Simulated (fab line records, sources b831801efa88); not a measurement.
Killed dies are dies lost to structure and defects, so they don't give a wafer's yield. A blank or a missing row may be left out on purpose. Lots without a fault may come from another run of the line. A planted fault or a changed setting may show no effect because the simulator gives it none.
A struck lot beside a sound one | flow gf180mcu | 23 steps out of a route of 602
Sound: wafers L778.1, L778.2, L778.3. Struck: wafers L787.1, L787.2, L787.6. The cause comes at the end.
At each step with rows: each side's tool, then ch and its chambers, then its first start. Under that, the readings that differ: sound wafers | struck wafers | difference of the means | sigmas: that difference in standard deviations of wafers without a fault.
alike: readings whose means differ by less than 2 such deviations, and words and numbers that are the same on both sides. not compared: withheld readings, readings that some wafer has no value for, bounds like >300 that may hide the same value, and numbers for which the record gives no deviation and whose values overlap.
The two part at a step that has a row with sigmas, a row that says differs or no value, or rows on one side only. Numbers that don't overlap but have no deviation are shown without sigmas and don't part them. A reading that every wafer of one side lacks parts them only if that side has two wafers or more.

first, 5 steps without rows for these wafers: GF_HV_LDD_COAT_02 (resist thk 1000 nm); GF_HV_LDD_SOFTBAKE_03 (time 60 s); GF_HV_LDD_EXPOSE_04 (exposes mask Nplus LV AREA, target cd 400 nm); GF_HV_LDD_PEB_05; GF_HV_LDD_DEVELOP_06 (develop time 60 s).
GF_HV_LDD_CD_MEAS_07: target cd 400 nm.
  sound on cd_sem-01, day 10 00:33; struck on cd_sem-02, day 12 18:36
  alike: cd_nm
GF_HV_LDD_OVL_MEAS_08:
  sound on overlay-01, day 10 00:40; struck on overlay-01, day 12 18:43
  alike: HV_LDD_OVL
then, 1 step without rows for these wafers: GF_HV_LDD_IMPLANT_09.
GF_HV_LDD_STRIP_10: strips in O2/N2.
  sound on plasma_asher-04 ch 0,1, day 10 00:51; struck on plasma_asher-04 ch 0,1, day 12 18:54
  alike: drypump_motor_current_A, heater_power_w, oes_product_au, platen_temp_c, strip_time_to_endpoint_s
  not compared: rf_hours_counter_h
GF_HV_LDD_TW_MEAS_11:
  sound on film_metro-03, day 10 00:57; struck on film_metro-04, day 12 19:00
  alike: HV_LDD_TW
then, 2 steps without rows for these wafers: GF_HV_LDD_DEHYDRATE_12 (time 60 s); GF_HV_LDD_HMDS_13 (prime time 60 s).
GF_HV_LDD_COAT_14: resist thk 1000 nm.
  sound on litho_track-03 ch 0, day 10 09:15; struck on litho_track-01 ch 0, day 13 03:52
  reading                                     | sound                | struck               | difference | sigmas
  spin_speed_rpm (rpm)                        | 3000.5 3000.9 3001.5 | 4001.9 3999.5 3997.3 | +998.6     | +99 or more
  model.NOVOLAK_of_HV_LDD_COAT_14.thk_nm (nm) | 998.4 997 998.7      | 870.4 869.1 869.6    | -128.3     |
  alike: chill_plate_temp_C, exhaust_pa, resist_line_temp_C
then, 3 steps without rows for these wafers: GF_HV_LDD_SOFTBAKE_15 (time 60 s); GF_HV_LDD_EXPOSE_16 (exposes mask Pplus LV AREA, target cd 400 nm); GF_HV_LDD_PEB_17.
GF_HV_LDD_DEVELOP_18: develop time 60 s.
  sound on litho_track-02 ch 0, day 10 17:44; struck on litho_track-03 ch 0, day 13 14:21
  reading                                     | sound           | struck          | difference | sigmas
  model.NOVOLAK_of_HV_LDD_COAT_14.thk_nm (nm) | 998 996.6 998.3 | 870 868.6 869.2 | -128       |
  alike: chill_plate_temp_C, developer_temp_C, exhaust_pa, resist_line_temp_C
GF_HV_LDD_CD_MEAS_19: target cd 400 nm.
  sound on cd_sem-02, day 10 17:53; struck on cd_sem-02, day 13 14:30
  reading    | sound             | struck            | difference | sigmas
  cd_nm (nm) | 397.2 395.6 395.8 | 413.0 411.6 410.0 | +15.3      | +6
GF_HV_LDD_OVL_MEAS_20:
  sound on overlay-01, day 10 18:01; struck on overlay-02, day 13 14:37
  alike: HV_LDD_01_OVL
then, 1 step without rows for these wafers: GF_HV_LDD_IMPLANT_21.
GF_HV_LDD_STRIP_22: strips in O2/N2.
  sound on plasma_asher-01 ch 0,1, day 10 18:12; struck on plasma_asher-01 ch 0,1, day 13 14:48
  reading                      | sound             | struck            | difference | sigmas
  oes_product_au (a.u.)        | 0.716 0.715 0.713 | 0.688 0.685 0.687 | -0.028     | -6
  strip_time_to_endpoint_s (s) | 12.60 12.58 12.61 | 11.13 11.12 11.10 | -1.48      | -39
  alike: drypump_motor_current_A, heater_power_w, platen_temp_c
  not compared: rf_hours_counter_h
GF_HV_LDD_TW_MEAS_23:
  sound on film_metro-03, day 10 18:18; struck on film_metro-04, day 13 14:54
  alike: HV_LDD_2_TW
-- the record jumps here: 18 days lie between the struck wafers' starts before and after (it left off in module HV_LDD and takes up again in module PASSIVATION, whose first step shown is number 602 of the route) --
GF_PASSIVATION_PROBE_99:
  the record has rows for the struck wafers here (prober-01, day 31 15:47) and none for the sound ones

WHERE THEY PART
First at GF_HV_LDD_COAT_14; last, within this record, at GF_PASSIVATION_PROBE_99.

WHY: what the simulator had put in
Process parameter drift: litho_track-01, from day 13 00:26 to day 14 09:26, at GF_HV_LDD_COAT_14. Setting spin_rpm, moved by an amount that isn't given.
